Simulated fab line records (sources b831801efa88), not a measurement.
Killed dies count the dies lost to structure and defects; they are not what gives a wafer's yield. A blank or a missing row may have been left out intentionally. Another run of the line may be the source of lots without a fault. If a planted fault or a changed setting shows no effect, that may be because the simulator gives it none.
A single fault, viewed from 2 desks | flow sky130 | only its own numbers are on each desk; what lay behind them is given at the end

== FROM THE METROLOGY DESK ==
What the gauges read for every lot (on any tool): the sampled wafers with a number, averaged. If a lot's mean is further than 4 standard deviations from the usual mean, the lot is out of limits and carries the mark OUT (the distance appears in the brackets).
Columns: A = SONOS_ONO_OVL at SKY_SONOS_ONO_OVL_MEAS_14, usual -0.8 nm; B = POLY_GATE_CVD_00_THK at SKY_POLY_GATE_THK_MEAS_01, usual 179.7 nm; C = CAPM_TIN_RS at SKY_CAPM_RS_MEAS_03, usual 6.90 ohm/sq; D = CAPM_TIN_THK at SKY_CAPM_THK_MEAS_04, usual 197.4 nm
lot  | first seen here | A    | B     | C               | D
L778 | day 12 13:28    | 0.4  | 179.6 | 6.97            | 195.1
L780 | day 13 12:46    | -0.8 | 179.2 | 6.93            | 198.0
L788 | day 15 21:52    | -0.0 | 180.9 | 7.72 (+9.5) OUT | 180.8 (-7.2) OUT
L790 | day 16 20:50    | -0.8 | 180.0 | 7.87 (+11) OUT  | 178.5 (-8.2) OUT
L794 | day 18 20:28    | 0.0  | 178.9 | 6.85            | 198.4
L795 | day 18 20:56    | 0.2  | 181.2 | 6.92            | 195.9
L798 | day 19 09:43    | 0.3  | 180.2 | 6.87            | 198.4
L799 | day 19 22:25    | -1.1 | 181.0 | 6.80            | 199.1
L800 | day 20 02:37    | -3.0 | 181.8 | 6.85            | 198.5
L801 | day 20 15:56    | -2.0 | 180.0 | 6.87            | 198.3
Finding of this desk: L788, L790 out of limits, first seen on L788 at day 39 11:48 (CAPM_TIN_RS at SKY_CAPM_RS_MEAS_03). L778, L780, L794, L795, L798, L799, L800, L801 stayed within limits.

== DESK OF THE TOOL OWNER: pvd_sputter-04 ==
At SKY_CAPM_SPUTTER_02 (material TiN, target thk 200 nm, time 166.7 s) the tool's own readings: per lot run on this tool, the mean of the sampled wafers that have a number. If a lot's mean is further than 4 standard deviations from the usual mean, the lot is out of limits and carries the mark OUT (the distance appears in the brackets).
Columns: A = throttle_valve_pct at SKY_CAPM_SPUTTER_02, usual 29.4 %
lot  | first seen here | A
L778 | day 36 10:08    | 28.5
L780 | day 37 04:39    | 28.0
L788 | day 39 11:41    | 29.3
L790 | day 40 02:44    | 29.3
L798 | day 42 08:49    | 28.8
L799 | day 42 16:02    | 28.2
L800 | day 43 00:13    | 28.9
Finding of this desk: none of the 7 lots has anything out of limits.

== PUT TOGETHER ==
At day 39 11:48 the metrology desk could have sounded an alarm, on L788, L790.
The tool owner's desk saw nothing out of limits.
The tool owner's desk has L788, L790 on record, within its limits.
The lots listed all ran SKY_CAPM_SPUTTER_02 on pvd_sputter-04.

== WHAT WAS PUT IN BY THE SIMULATOR ==
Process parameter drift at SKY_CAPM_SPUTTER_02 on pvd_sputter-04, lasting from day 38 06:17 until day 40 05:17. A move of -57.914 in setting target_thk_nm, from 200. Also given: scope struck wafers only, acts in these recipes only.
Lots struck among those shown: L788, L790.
Hours from the fault's start to each desk's first reading out of limits: the metrology desk, 30.
